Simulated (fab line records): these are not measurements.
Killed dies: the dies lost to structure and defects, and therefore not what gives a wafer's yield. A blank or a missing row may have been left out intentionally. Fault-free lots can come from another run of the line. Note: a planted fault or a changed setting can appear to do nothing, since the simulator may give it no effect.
Which tool was responsible?	flow gf180mcu	43 wafers from 15 lots sampled at 4 of the route's 602 steps

== WHAT THE GAUGES READ, wafer by wafer ==
GF_M1_THK_MEAS_06: measures by xrf.
lot	measured	on	M1_ALCU_THK (nm)
L148	day 16 01:41	film-metro-01	453 458 463
L149	day 16 17:49	film-metro-02	448 451 444
L150	day 16 23:37	film-metro-01	441 454 439
L151	day 17 08:46	film-metro-04	448 457 451
L152	day 17 22:19	film-metro-01	455 449 449
L153	day 18 06:46	film-metro-04	458 463 454
L154	day 18 13:31	film-metro-02	453 451 450
L156	day 19 09:31	film-metro-02	444 452 449
L157	day 19 18:28	film-metro-02	449 443 450
L159	day 20 09:13	film-metro-01	447 456 455
L160	day 20 20:43	film-metro-04	446 448 447
L162	day 21 09:34	film-metro-01	448 457 447
L164	day 22 08:24	film-metro-01	450 451
L165	day 22 19:07	film-metro-02	455
L166	day 23 05:46	film-metro-04	452

== TOOL THAT RAN EACH LOT (tool first, then ch and the chambers of the sampled wafers, then the start) ==
lot	GF_SAB_ETCH_11	GF_CONTACT_CMP_27	GF_M1_SPUTTER_04
L148	rie-diel-03 ch 0,1, day 15 02:10	cmp-02 ch 0,1,2, day 16 01:08	pvd-sputter-04, day 16 01:31
L149	rie-diel-02 ch 2,3, day 15 16:05	cmp-02 ch 2,3, day 16 17:13	pvd-sputter-04, day 16 17:39
L150	rie-diel-02 ch 1,2,3, day 15 21:46	cmp-01 ch 1,3, day 16 23:01	pvd-sputter-04, day 16 23:27
L151	rie-diel-03 ch 0,1,2, day 16 06:16	cmp-01 ch 0,1,3, day 17 08:17	pvd-sputter-02, day 17 08:37
L152	rie-diel-01 ch 2,3, day 16 20:10	cmp-01 ch 1,3, day 17 21:44	pvd-sputter-01, day 17 22:10
L153	rie-diel-02 ch 1,2,3, day 17 04:23	cmp-01 ch 0,1, day 18 06:08	pvd-sputter-04, day 18 06:37
L154	rie-diel-03 ch 0,2, day 17 11:16	cmp-02 ch 1,2, day 18 12:52	pvd-sputter-04, day 18 13:20
L156	rie-diel-02 ch 0,1,2, day 18 05:55	cmp-02 ch 0,1,3, day 19 08:52	pvd-sputter-04, day 19 09:21
L157	rie-diel-03 ch 0,1,2, day 18 14:32	cmp-01 ch 0,2,3, day 19 17:48	pvd-sputter-01, day 19 18:17
L159	rie-diel-01 ch 1,2,3, day 19 05:38	cmp-02 ch 1,3, day 20 08:37	pvd-sputter-04, day 20 09:02
L160	rie-diel-03 ch 0,1,3, day 19 17:29	cmp-01 ch 0,2,3, day 20 20:08	pvd-sputter-01, day 20 20:34
L162	rie-diel-03 ch 0,2,3, day 20 06:01	cmp-01 ch 0,3, day 21 08:58	pvd-sputter-01, day 21 09:24
L164	rie-diel-03 ch 0,3, day 21 05:25	cmp-01 ch 0,1,3, day 22 07:49	pvd-sputter-04, day 22 08:13
L165	rie-diel-03 ch 1,2, day 21 16:35	cmp-01 ch 0,2, day 22 18:31	pvd-sputter-01, day 22 18:56
L166	rie-diel-03 ch 1,3, day 22 03:08	cmp-01 ch 0,2, day 23 05:10	pvd-sputter-04, day 23 05:35
- GF_SAB_ETCH_11: etches SiO2 in C4F8/O2/Ar, target depth 55 nm, time 8.5 s.
- GF_CONTACT_CMP_27: polishes, stops on SiO2, t overpolish 15 s, target thk 0 nm.
- GF_M1_SPUTTER_04: material TiN, target thk 50 nm, time 41.7 s.

== WHAT THE TOOLS THEMSELVES READ (means of the sampled wafers that have a number; where no wafer has one, the mark that the record gives instead) ==
GF_SAB_ETCH_11.
lot	tool	oes-product-au (a.u.)
L148	rie-diel-03	0.992
L149	rie-diel-02	0.998
L150	rie-diel-02	1.004
L151	rie-diel-03	1.005
L152	rie-diel-01	1.001
L153	rie-diel-02	1.001
L154	rie-diel-03	1.008
L156	rie-diel-02	1.011
L157	rie-diel-03	1.006
L159	rie-diel-01	0.993
L160	rie-diel-03	1.001
L162	rie-diel-03	1.010
L164	rie-diel-03	1.005
L165	rie-diel-03	1.006
L166	rie-diel-03	1.004

GF_CONTACT_CMP_27.
lot	tool	motor-current-A (A)	overpolish-run-s (s)	time-to-endpoint-s (s)
L148	cmp-02	10.8	15.007	76
L149	cmp-02	10.0	15.003	77
L150	cmp-01	10.5	15.002	69
L151	cmp-01	10.7	15.008	72
L152	cmp-01	10.6	15.000	72
L153	cmp-01	10.8	15.006	70
L154	cmp-02	11.1	14.996	75
L156	cmp-02	10.2	14.996	70
L157	cmp-01	10.8	14.998	70
L159	cmp-02	10.5	15.000	69
L160	cmp-01	10.9	14.992	69
L162	cmp-01	10.5	15.009	71
L164	cmp-01	10.5	10.005	82
L165	cmp-01	11.5	7.521	90
L166	cmp-01	10.9	7.521	92

GF_M1_SPUTTER_04.
lot	tool	throttle-valve-pct (%)
L148	pvd-sputter-04	30.2
L149	pvd-sputter-04	30.7
L150	pvd-sputter-04	29.9
L151	pvd-sputter-02	30.1
L152	pvd-sputter-01	29.6
L153	pvd-sputter-04	30.4
L154	pvd-sputter-04	30.7
L156	pvd-sputter-04	30.5
L157	pvd-sputter-01	29.6
L159	pvd-sputter-04	30.3
L160	pvd-sputter-01	30.0
L162	pvd-sputter-01	29.4
L164	pvd-sputter-04	30.2
L165	pvd-sputter-01	29.5
L166	pvd-sputter-04	29.1

== THE ANSWER, worked out from the rows above alone ==
Rule: the usual values come from the lots themselves. Put in order of their means at a reading, lots are off if they are a third of the lots or fewer, leave a main group of 4 or more, and stand apart from it by a gap of 3 or more times the standard deviation of the main group's means; of several such gaps the widest counts. The tables above print the reading to a certain number of digits; a main group whose means all agree to those digits is not used. Also off: a lot with no number at a reading for which 4 or more lots have one. All remaining lots with rows at the step are treated as sound. First the gauges in route order, then the tools' own readings, where a lot's mean is used as printed above. At the first step where some lot is off, the reading lying furthest off is the one used; lots without a number count as furthest.
Off: L164, L165, L166 (GF_CONTACT_CMP_27, overpolish-run-s). For the main group the mean is 15.001 s and the standard deviation 0.0052.
A tool fits if, at that step or a process step before it, it ran every lot that is off, and no sound lot after the first of them. Can't be told from this: 2 tools fit, rie-diel-03 at GF_SAB_ETCH_11, cmp-01 at GF_CONTACT_CMP_27.

== WHAT THE SIMULATOR HAD PUT IN ==
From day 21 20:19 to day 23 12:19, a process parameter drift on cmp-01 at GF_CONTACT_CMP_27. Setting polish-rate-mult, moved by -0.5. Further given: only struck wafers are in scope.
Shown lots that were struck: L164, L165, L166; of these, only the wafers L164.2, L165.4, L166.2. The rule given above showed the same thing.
